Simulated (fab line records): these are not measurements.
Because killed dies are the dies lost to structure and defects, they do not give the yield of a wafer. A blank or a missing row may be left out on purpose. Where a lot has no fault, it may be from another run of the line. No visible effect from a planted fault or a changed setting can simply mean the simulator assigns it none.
The tool behind it: which one? | flow gf180mcu | 12 lots, 36 wafers sampled, at 4 steps of a route of 602

WHAT EACH GAUGE READ, for each wafer
GF_HV_LDD_TW_MEAS_23.
lot  | measured     | on           | HV_LDD_2_TW
L261 | day 10 23:01 | filmMetro-01 | 1060 1055 1058
L270 | day 13 22:39 | filmMetro-04 | 988 984 993
L271 | day 14 06:50 | filmMetro-02 | 983 974 977
L272 | day 14 12:05 | filmMetro-01 | 1049 1048 1055
L273 | day 14 20:19 | filmMetro-02 | 1063 1061 1063
L274 | day 15 02:04 | filmMetro-01 | 1054 1053 1053
L275 | day 15 08:32 | filmMetro-04 | 1058 1062 1064
L278 | day 17 00:13 | filmMetro-02 | 1058 1055 1058
L279 | day 17 09:25 | filmMetro-01 | 1049 1049 1051
L280 | day 17 13:55 | filmMetro-02 | 1064 1053 1054
L281 | day 17 17:05 | filmMetro-01 | 1057 1050 1044
L282 | day 17 21:58 | filmMetro-01 | 1055 1051 1055

GF_HV_LDD_OVL_MEAS_32.
lot  | measured     | on         | HV_LDD_02_OVL (nm)
L261 | day 11 17:23 | overlay-02 | -0.8 0.4 1.7
L270 | day 14 19:44 | overlay-02 | -0.6 1.2 -0.3
L271 | day 15 03:14 | overlay-02 | -1.7 -0.8 -0.5
L272 | day 15 08:40 | overlay-02 | 1.8 2.6 2.0
L273 | day 15 17:41 | overlay-02 | 0.1 0.6 1.2
L274 | day 15 23:20 | overlay-01 | 2.5 1.1 1.6
L275 | day 16 06:26 | overlay-01 | 0.3 1.8 0.7
L278 | day 18 00:01 | overlay-01 | 1.0 1.5 2.0
L279 | day 18 09:53 | overlay-02 | 0.4 1.3 2.5
L280 | day 18 13:28 | overlay-02 | -0.8 0.3 0.9
L281 | day 18 16:21 | overlay-01 | -1.7 -0.1 -0.5
L282 | day 18 22:01 | overlay-01 | -1.8 2.1 -0.1

WHICH TOOL RAN EACH LOT (tool, then ch and the chambers of the sampled wafers, then the start)
lot  | GF_POLY_GATE_ETCH_12              | GF_HV_LDD_IMPLANT_21
L261 | rieDiel-02 ch 0,3, day 9 09:35    | implanter-02 ch 0, day 10 22:46
L270 | rieDiel-04 ch 0,2,3, day 12 04:16 | implanter-04 ch 0, day 13 22:24
L271 | rieDiel-02 ch 0,1, day 12 11:43   | implanter-04 ch 0, day 14 06:35
L272 | rieDiel-04 ch 0,1,3, day 12 17:34 | implanter-02 ch 0, day 14 11:50
L273 | rieDiel-04 ch 2,3, day 13 00:17   | implanter-03 ch 0, day 14 20:04
L274 | rieDiel-04 ch 1,2, day 13 06:58   | implanter-03 ch 0, day 15 01:49
L275 | rieDiel-03 ch 0,2,3, day 13 13:04 | implanter-03 ch 0, day 15 08:17
L278 | rieDiel-02 ch 0,1, day 15 01:23   | implanter-04 ch 0, day 16 23:58
L279 | rieDiel-02 ch 0,2,3, day 15 10:41 | implanter-04 ch 0, day 17 09:10
L280 | rieDiel-02 ch 0,1,2, day 15 14:26 | implanter-04 ch 0, day 17 13:40
L281 | rieDiel-04 ch 0,1,2, day 15 15:43 | implanter-02 ch 0, day 17 16:53
L282 | rieDiel-04 ch 0,3, day 15 22:25   | implanter-04 ch 0, day 17 21:43
- GF_POLY_GATE_ETCH_12: etches BARC in N2/H2.
- GF_HV_LDD_IMPLANT_21

AS READ BY THE TOOLS THEMSELVES (means over the sampled wafers that have a number; for cases with no such wafer, the mark the record gives instead)
GF_POLY_GATE_ETCH_12.
lot  | tool       | drypumpMotorCurrentA (A) | oesProductAu (a.u.) | rfFwdPowerW (W) | throttleValvePct (%)
L261 | rieDiel-02 | 6.2                      | 0.735               | 495.6           | 13.219
L270 | rieDiel-04 | 6.4                      | 0.741               | 495.8           | 13.216
L271 | rieDiel-02 | 5.9                      | 0.735               | 497.2           | 13.204
L272 | rieDiel-04 | 6.4                      | 0.733               | 497.8           | 13.221
L273 | rieDiel-04 | 6.4                      | 0.731               | 496.2           | 13.215
L274 | rieDiel-04 | 6.5                      | 0.733               | 496.1           | 13.217
L275 | rieDiel-03 | 5.8                      | 0.738               | 496.7           | 13.211
L278 | rieDiel-02 | 5.7                      | 0.734               | 495.0           | 13.213
L279 | rieDiel-02 | 5.9                      | 0.740               | 494.7           | 13.227
L280 | rieDiel-02 | 5.6                      | 0.729               | 495.9           | 13.216
L281 | rieDiel-04 | 6.5                      | 0.739               | 496.0           | 13.213
L282 | rieDiel-04 | 6.2                      | 0.738               | 496.1           | 13.217

GF_HV_LDD_IMPLANT_21.
lot  | tool         | beamOnS (s) | faradayCurrentUA | tiltDeg (degrees)
L261 | implanter-02 | 10.02       | 281              | 7.017
L270 | implanter-04 | 7.70        | 367              | 7.021
L271 | implanter-04 | 7.80        | 361              | 7.018
L272 | implanter-02 | 9.99        | 282              | 7.021
L273 | implanter-03 | 9.94        | 284              | 7.013
L274 | implanter-03 | 10.04       | 281              | 6.999
L275 | implanter-03 | 10.25       | 275              | 7.021
L278 | implanter-04 | 9.89        | 284              | 7.007
L279 | implanter-04 | 10.14       | 279              | 6.972
L280 | implanter-04 | 10.04       | 281              | 6.994
L281 | implanter-02 | 10.17       | 277              | 7.004
L282 | implanter-04 | 10.04       | 280              | 7.010

THE ANSWER, worked out from the rows above alone
Rule: the lots themselves supply what counts as usual. Put in order of their means at a reading, lots are off if they are a third of the lots or fewer, leave a main group of 4 or more, and stand apart from it by a gap of 3 or more times the standard deviation of the main group's means; of several such gaps the widest counts. A main group is skipped when, at the precision printed for the reading in the tables above, its means are all equal. A lot without any number at a reading at which 4 lots or more have one is off too. Any other lot the step has rows for is counted as sound. First the gauges in route order, then the tools' own readings, where a lot's mean is used as printed above. At the first step where some lot is off, the reading lying furthest off is the one used; lots without a number count as furthest.
Off: at GF_HV_LDD_TW_MEAS_23 (HV_LDD_2_TW), L270, L271. The main group: mean 1055, standard deviation 4.3.
A tool fits if, at a process step before that reading, it ran every lot that is off, and no sound lot after the first of them. Not tried: the gauges at GF_HV_LDD_TW_MEAS_23; whatever is off there is also off at GF_HV_LDD_IMPLANT_21, on other tools, and gauge error can't account for it. Of those tried, none fits.

WHAT THE SIMULATOR PUT IN
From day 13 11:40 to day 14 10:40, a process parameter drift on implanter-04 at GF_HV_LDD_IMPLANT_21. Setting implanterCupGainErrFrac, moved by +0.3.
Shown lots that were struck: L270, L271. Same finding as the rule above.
